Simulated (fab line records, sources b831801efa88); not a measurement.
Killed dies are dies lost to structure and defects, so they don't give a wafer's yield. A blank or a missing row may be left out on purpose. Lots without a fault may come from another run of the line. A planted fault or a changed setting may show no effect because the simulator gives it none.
Which tool did it? | flow sky130 | 7 lots, 21 wafers sampled, at 2 steps of a route of 708

WHAT THE GAUGES READ, wafer by wafer
SKY_VT_ADJUST_LVTN_TW_MEAS_10.
lot  | measured     | on            | VT_ADJUST_LVTN_TW
L931 | day 7 06:32  | film_metro-03 | 242.5 242.5 243.8
L933 | day 7 18:51  | film_metro-01 | 235.5 236.5 237.3
L936 | day 8 22:24  | film_metro-01 | 29.6 29.7 29.8
L938 | day 9 06:26  | film_metro-02 | 30.1 30.3 30.2
L946 | day 11 07:28 | film_metro-02 | 244.4 244.6 242.0
L948 | day 11 22:15 | film_metro-01 | 236.2 236.7 237.4
L950 | day 12 14:03 | film_metro-02 | 243.6 242.2 241.9

WHICH TOOL RAN EACH LOT (tool, then ch and the chambers of the sampled wafers, then the start)
lot  | SKY_VT_ADJUST_LVTN_IMPLANT_08
L931 | implanter-01 ch 0, day 7 06:18
L933 | implanter-04 ch 0, day 7 18:37
L936 | implanter-01, day 8 22:10
L938 | implanter-03, day 9 06:11
L946 | implanter-03 ch 0, day 11 07:13
L948 | implanter-04 ch 0, day 11 22:00
L950 | implanter-03 ch 0, day 12 13:48
- SKY_VT_ADJUST_LVTN_IMPLANT_08

THE ANSWER, worked out from the rows above alone
Rule: what is usual is taken from the lots themselves. Put in order of their means at a reading, lots are off if they are a third of the lots or fewer, leave a main group of 4 or more, and stand apart from it by a gap of 3 or more times the standard deviation of the main group's means; of several such gaps the widest counts. A main group whose means are all the same, to the digits that the tables above print for the reading, isn't used. A lot without any number at a reading at which 4 lots or more have one is off too. The other lots that the step has rows for count as sound.
Off: L936, L938, at SKY_VT_ADJUST_LVTN_TW_MEAS_10 (VT_ADJUST_LVTN_TW). The main group: mean 240.5, standard deviation 3.2.
A tool fits if, at a process step before that reading, it ran every lot that is off, and no sound lot after the first of them. The gauges at SKY_VT_ADJUST_LVTN_TW_MEAS_10 are tried like those tools. None of those tried fits.

WHAT THE SIMULATOR HAD PUT IN
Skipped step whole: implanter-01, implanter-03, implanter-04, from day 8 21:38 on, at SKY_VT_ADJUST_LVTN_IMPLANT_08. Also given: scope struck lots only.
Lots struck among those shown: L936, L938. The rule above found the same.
